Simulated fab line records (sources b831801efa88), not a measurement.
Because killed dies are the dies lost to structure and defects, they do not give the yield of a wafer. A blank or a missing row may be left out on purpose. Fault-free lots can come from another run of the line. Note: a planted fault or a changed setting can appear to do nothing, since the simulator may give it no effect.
Matching of chambers :: flow gf180mcu :: cmp-01 running GF_CONTACT_CMP_27: 4 sister chambers
The step polishes, stops on SiO2, t overpolish 15 s, target thk 0 nm. 4 wafers are shown with their chamber, then 7 later ones without.

== EACH WAFER AND ITS CHAMBER ==
wafer: L806.5
chamber: 3
motor_current_A (A): 8.7

wafer: L810.5
chamber: 1
motor_current_A (A): 11.4

wafer: L813.1
chamber: 0
motor_current_A (A): 10.7

wafer: L813.2
chamber: 2
motor_current_A (A): 12.8

== WAFERS MISSING THEIR CHAMBER ==
wafer: L813.4
motor_current_A (A): 10.9

wafer: L816.1
motor_current_A (A): 8.5

wafer: L816.5
motor_current_A (A): 9.1

wafer: L816.6
motor_current_A (A): 11.3

wafer: L819.1
motor_current_A (A): 10.7

wafer: L819.4
motor_current_A (A): 12.7

wafer: L819.6
motor_current_A (A): 10.5

== WHICH CHAMBER EACH ONE RAN IN ==
wafer: L813.4
from the rows above: can't be placed: 0 or 1
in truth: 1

wafer: L816.1
from the rows above: 3
in truth: 3

wafer: L816.5
from the rows above: 3
in truth: 3

wafer: L816.6
from the rows above: 1
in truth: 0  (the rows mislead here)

wafer: L819.1
from the rows above: 0
in truth: 0

wafer: L819.4
from the rows above: 2
in truth: 2

wafer: L819.6
from the rows above: 0
in truth: 0
Placed correctly: 5 of 7. Cannot be placed on the basis of these rows: 1; the candidates contain the true chamber in 1. Placed wrongly: 1.
How it was worked out, from the rows above alone: a wafer's distance from a chamber is the root of the sum, over the readings, of the square of ((its reading less the chamber's mean) divided by the reading's scatter). If the next closest chamber is less than 2 further off than the closest, the wafer can't be placed; otherwise it belongs to the closest. Each chamber's mean is taken over the wafers shown for it. The scatter (one wafer shown for each chamber): square how far every hidden wafer sits from the nearest shown wafer, average those squares and take the square root.
